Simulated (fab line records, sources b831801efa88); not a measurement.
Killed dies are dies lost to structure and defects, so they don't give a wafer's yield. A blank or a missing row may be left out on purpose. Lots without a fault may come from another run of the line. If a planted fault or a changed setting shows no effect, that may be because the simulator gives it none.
Chamber matching / flow sky130 / 4 sister chambers for SKY_VIA2_ETCH_15 on rie diel-04
The step etches SiO2 in C4F8/O2/Ar, stops on TiN, target depth 546 nm, time 84 s. 14 wafers are shown with their chamber, then 7 later ones without.

== WAFERS PAIRED WITH THEIR CHAMBERS ==
wafer=L075.1; chamber=1; bias w (W)=1199; oes product au (a.u.)=0.938
wafer=L075.4; chamber=3; bias w (W)=1199; oes product au (a.u.)=0.929
wafer=L075.5; chamber=1; bias w (W)=1204; oes product au (a.u.)=0.937
wafer=L080.3; chamber=3; bias w (W)=1203; oes product au (a.u.)=0.941
wafer=L080.5; chamber=2; bias w (W)=1202; oes product au (a.u.)=0.934
wafer=L080.6; chamber=3; bias w (W)=1204; oes product au (a.u.)=0.934
wafer=L081.1; chamber=0; bias w (W)=1199; oes product au (a.u.)=0.942
wafer=L081.2; chamber=2; bias w (W)=1200; oes product au (a.u.)=0.940
wafer=L081.5; chamber=3; bias w (W)=1204; oes product au (a.u.)=0.937
wafer=L085.3; chamber=1; bias w (W)=1199; oes product au (a.u.)=0.929
wafer=L085.4; chamber=0; bias w (W)=1196; oes product au (a.u.)=0.932
wafer=L085.6; chamber=3; bias w (W)=1200; oes product au (a.u.)=0.936
wafer=L088.2; chamber=2; bias w (W)=1201; oes product au (a.u.)=0.937
wafer=L088.3; chamber=1; bias w (W)=1194; oes product au (a.u.)=0.940

SIGNATURES (means of the wafers above)
reading=bias w; chamber 0=1197.50; chamber 1=1199.00; chamber 2=1201.00; chamber 3=1202.00; scatter within a chamber=2.8
reading=oes product au; chamber 0=0.93700; chamber 1=0.93600; chamber 2=0.93700; chamber 3=0.93540; scatter within a chamber=0.00464
Rule: a wafer lies at a distance from a chamber equal to the root of the sum of squares, over the readings, of (its reading less the chamber's mean, divided by the reading's scatter). If the next closest chamber is less than 2 further off than the closest, the wafer can't be placed; otherwise it belongs to the closest. How the scatter is found: for the shown wafers, subtract from each reading the mean of its chamber, square and add these, divide the total by (wafers less chambers), then take the root.

== WAFERS WITH NO CHAMBER GIVEN ==
wafer=L088.5; bias w (W)=1195; oes product au (a.u.)=0.939
wafer=L090.1; bias w (W)=1194; oes product au (a.u.)=0.938
wafer=L090.4; bias w (W)=1197; oes product au (a.u.)=0.933
wafer=L090.5; bias w (W)=1200; oes product au (a.u.)=0.937
wafer=L094.1; bias w (W)=1201; oes product au (a.u.)=0.936
wafer=L094.2; bias w (W)=1202; oes product au (a.u.)=0.930
wafer=L094.3; bias w (W)=1199; oes product au (a.u.)=0.937

== CHAMBER TAKEN BY EACH ==
wafer=L088.5; from the rows above=can't be placed: 0 or 1 or 2 or 3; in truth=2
wafer=L090.1; from the rows above=can't be placed: 0 or 1 or 2 or 3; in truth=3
wafer=L090.4; from the rows above=can't be placed: 0 or 1 or 2 or 3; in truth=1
wafer=L090.5; from the rows above=can't be placed: 2 or 1 or 3 or 0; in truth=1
wafer=L094.1; from the rows above=can't be placed: 2 or 3 or 1 or 0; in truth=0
wafer=L094.2; from the rows above=can't be placed: 3 or 2 or 1 or 0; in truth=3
wafer=L094.3; from the rows above=can't be placed: 1 or 0 or 2 or 3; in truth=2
Correctly placed: 0 of 7. These rows do not allow placing 7 (true chamber among the candidates in 7). Placed wrongly: 0.
